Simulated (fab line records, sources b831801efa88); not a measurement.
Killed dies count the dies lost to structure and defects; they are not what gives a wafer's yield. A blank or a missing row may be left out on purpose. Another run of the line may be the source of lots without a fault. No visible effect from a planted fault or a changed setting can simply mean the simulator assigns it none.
Chamber matching -- flow gf180mcu -- rie diel-02 running GF_V1_ETCH_16: 4 sister chambers
The step etches BARC in N2/H2. 4 wafers are shown with their chamber, then 10 later ones without.

== WAFERS, EACH WITH ITS CHAMBER ==
wafer,chamber,drypump motor current A (A)
L086.5,1,6.0
L086.6,2,6.0
L089.1,0,5.3
L089.2,3,6.1

== WAFERS WITH NO CHAMBER GIVEN ==
wafer,drypump motor current A (A)
L089.5,5.3
L090.2,5.9
L090.3,5.3
L090.5,5.3
L092.2,5.3
L092.3,6.1
L092.6,5.3
L096.2,5.9
L096.3,5.3
L096.6,6.1

== CHAMBER TAKEN BY EACH ==
wafer,from the rows above,in truth
L089.5,0,0
L090.2,can't be placed: 1 or 2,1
L090.3,0,0
L090.5,0,0
L092.2,0,0
L092.3,3,3
L092.6,0,0
L096.2,can't be placed: 1 or 2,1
L096.3,0,0
L096.6,3,3
Correctly placed: 8 of 10. From these rows, 2 cannot be placed; in 2 the true chamber is one of the candidates. Wrongly placed: 0.
How it was worked out, from the rows above alone: a wafer's distance from a chamber is the root of the sum, over the readings, of the square of ((its reading less the chamber's mean) divided by the reading's scatter). If the next closest chamber is less than 2 further off than the closest, the wafer can't be placed; otherwise it belongs to the closest. For every chamber, the mean is computed from those of its wafers that are shown. The scatter (one wafer shown for each chamber): square how far every hidden wafer sits from the nearest shown wafer, average those squares and take the square root.
